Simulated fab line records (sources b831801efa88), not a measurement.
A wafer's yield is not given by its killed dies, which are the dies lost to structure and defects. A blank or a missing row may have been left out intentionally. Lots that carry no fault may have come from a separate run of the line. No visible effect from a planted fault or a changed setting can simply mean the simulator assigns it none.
Comparing a struck lot with a sound one :: flow gf180mcu :: 13 out of 602 route steps
Sound: wafers L866.2, L866.5, L866.6. The struck wafers were L880.1, L880.5, L880.6. The cause comes at the end.
At each step with rows: each side's tool, then ch and its chambers, then its first start. Under that, the readings that differ: sound wafers :: struck wafers :: difference of the means :: sigmas: that difference in standard deviations of wafers without a fault.
alike: words and numbers the same on both sides, and readings whose means are apart by under 2 such deviations; not compared: readings that were withheld, readings missing a value for some wafer, numbers with overlapping values and no deviation given by the record, and bounds like >300 which may hide the same value.
A row with sigmas, a row that says differs or no value, or rows on one side alone: a step with any of these is where the two part. Numbers that have no deviation but don't overlap get no sigmas and don't part them. A reading missing from all wafers of one side parts the sides only when that side holds two or more wafers.

first, 6 steps without rows for these wafers: GF_POLY_GATE_COAT_04; GF_POLY_GATE_COAT_05 (resist thk 700 nm); GF_POLY_GATE_SOFTBAKE_06 (time 60 s); GF_POLY_GATE_EXPOSE_07 (exposes mask Poly2, target cd 280 nm); GF_POLY_GATE_PEB_08 (peb time 90 s); GF_POLY_GATE_DEVELOP_09 (develop time 60 s).
GF_POLY_GATE_CD_MEAS_10 targets a cd of 280 nm.
  sound on cd sem-02, day 9 13:10; struck on cd sem-01, day 13 19:51
  alike: cd nm
GF_POLY_GATE_OVL_MEAS_11:
  sound on overlay-02, day 9 13:16; struck on overlay-02, day 13 19:58
  alike: POLY_GATE_OVL
GF_POLY_GATE_ETCH_12: etches BARC in N2/H2.
  sound on rie diel-04 ch 1,3, day 9 13:17; struck on rie diel-04 ch 0,1,2, day 13 20:01
  alike: drypump motor current A, n2 flow sccm, oes product au, throttle valve pct
GF_POLY_GATE_ETCH_13: etches poly-Si in HBr/Cl2, stops on SiO2, target depth 198.5 nm, time 69.6 s.
  sound on rie si-01 ch 0,3, day 9 13:22; struck on rie si-01 ch 0,2,3, day 13 20:04
  alike: drypump motor current A, oes product au, throttle valve pct
  not compared: rf hours counter h
GF_POLY_GATE_STRIP_14: strips in O2/N2.
  sound on plasma asher-04 ch 0,1, day 9 13:26; struck on plasma asher-01 ch 0,1, day 13 20:07
  alike: drypump motor current A, heater power w, n2 flow sccm, oes product au
  not compared: rf hours counter h
then, 1 step without rows for these wafers: GF_POLY_GATE_CLEAN_15 (cleans in SC1/SC2, time 150 s).
GF_POLY_GATE_OXIDATION_16: stabilise 600 s, purge 300 s, target thk 4 nm.
  struck on furnace-02, day 13 20:16; sound on furnace-01 ch 0, day 9 13:35
  no value came back on the struck wafers for ox temp c (C), ox temp c max, spike tc upper C (C); on the sound wafers ox temp c (C) reads 851.0 850.4 850.1

== WHERE THEY PART ==
At GF_POLY_GATE_OXIDATION_16 and nowhere else, as far as this record goes.

WHY: the cause the simulator had injected
Skipped step whole: furnace-02, from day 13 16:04 on, at GF_POLY_GATE_OXIDATION_16. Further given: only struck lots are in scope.
